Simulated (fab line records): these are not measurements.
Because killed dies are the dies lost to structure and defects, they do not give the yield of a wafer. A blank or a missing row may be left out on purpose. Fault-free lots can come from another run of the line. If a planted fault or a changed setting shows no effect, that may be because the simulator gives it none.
Problem report, 8D (eight disciplines) form, completed by code    flow gf180mcu    the parts of the form that need people (team, actions taken, sign-off) are left out

## 1. THE ISSUE
Mean VT_IMPLANT_2_TW at GF_VT_IMPLANT_TW_MEAS_21: 1290 over 9 wafers in 3 lots; fault-free wafers: 1221, standard deviation 9. That puts it +7.7 standard deviations away from the usual mean.
Seen first at day 9 14:40 on filmMetro-04, wafer L508.3. At this step, 39 wafers from 13 lots have a number in the record. The rule behind "out" and "out of limits": a value lying over 4 standard deviations away from the usual mean. The other wafers with a number count as sound.

## 2. WHAT IT IS; WHAT IT IS NOT
question                     is                          is not
which readings at this step  VT_IMPLANT_2_TW             -
which lots                   L508, L509, L511            L496, L497, L498, L501, L503, L504, L506, L507, L510, L518
which wafers of those lots   all that have a number      -
read on which gauges         filmMetro-01, filmMetro-04  filmMetro-02
when                         from day 9 14:40            up to then (24 sound wafers); but 6 sound wafers of L510, L518 came after

## 3. SUSPECTS, AND WHAT RULES EACH OUT
Counting: any tool at a process step up to the reading is kept as a suspect provided that every lot that is out went through it and no sound lot did after the first of them.
- ruled out: the gauge at GF_VT_IMPLANT_TW_MEAS_21. Those wafers that are out were read across 2 gauges (filmMetro-01, filmMetro-04).
- implanter-04 at GF_VT_IMPLANT_IMPLANT_19: kept. All lots that are out passed through it, beginning with L508 at day 9 14:27, and no sound lot followed; its final sound lot before that point was L507 at day 9 13:09. Its own beamEnergyKeV readings are out on those wafers.
The count leaves implanter-04 at GF_VT_IMPLANT_IMPLANT_19.

## 4. THE CAUSE (what the simulator had put in)
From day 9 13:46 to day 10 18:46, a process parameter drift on implanter-04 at GF_VT_IMPLANT_IMPLANT_19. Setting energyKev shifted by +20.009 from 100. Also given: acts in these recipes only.
This tool alone remained once counting was done.

## 5. SEQUENCE OF EFFECTS, ordered by route
One row per reading whose mean, taken over the struck wafers that have a number, lies over 3 standard deviations from the usual. Only readings whose record carries a usual standard deviation are examined. hours: median over the lots of the time between each lot's start at the first step of this table that gives one and its start at this step. sigmas: the change, counted in usual standard deviations.
hours  step                      reading          usual    on struck wafers  change   sigmas
0      GF_VT_IMPLANT_IMPLANT_19  beamEnergyKeV    100.000  120.018           +20.018  +99 or more
0      GF_VT_IMPLANT_TW_MEAS_21  VT_IMPLANT_2_TW  1221     1290              +69      +7.7
Process steps it contains:
- GF_VT_IMPLANT_IMPLANT_19
At these later measuring or inspecting steps, every struck wafer for which the step has a row has a number for every such reading, and none has moved that far: GF_M1_OVL_MEAS_15.

## 6. HOW IT WOULD HAVE BEEN CAUGHT EARLIER
In this record the first reading out of limits at a measuring or inspecting step was taken at day 9 14:40, 1 hour after the fault began at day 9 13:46.
At GF_VT_IMPLANT_IMPLANT_19, the tool's own readings (beamEnergyKeV) were out on each struck wafer the step has a row for, so an alarm limit on them would have fired on the first such wafer.
L509, L511, from the lots that are out (3), started GF_VT_IMPLANT_IMPLANT_19 on implanter-04 later than day 9 14:40. A hold on the tool at that time would have spared those 2.
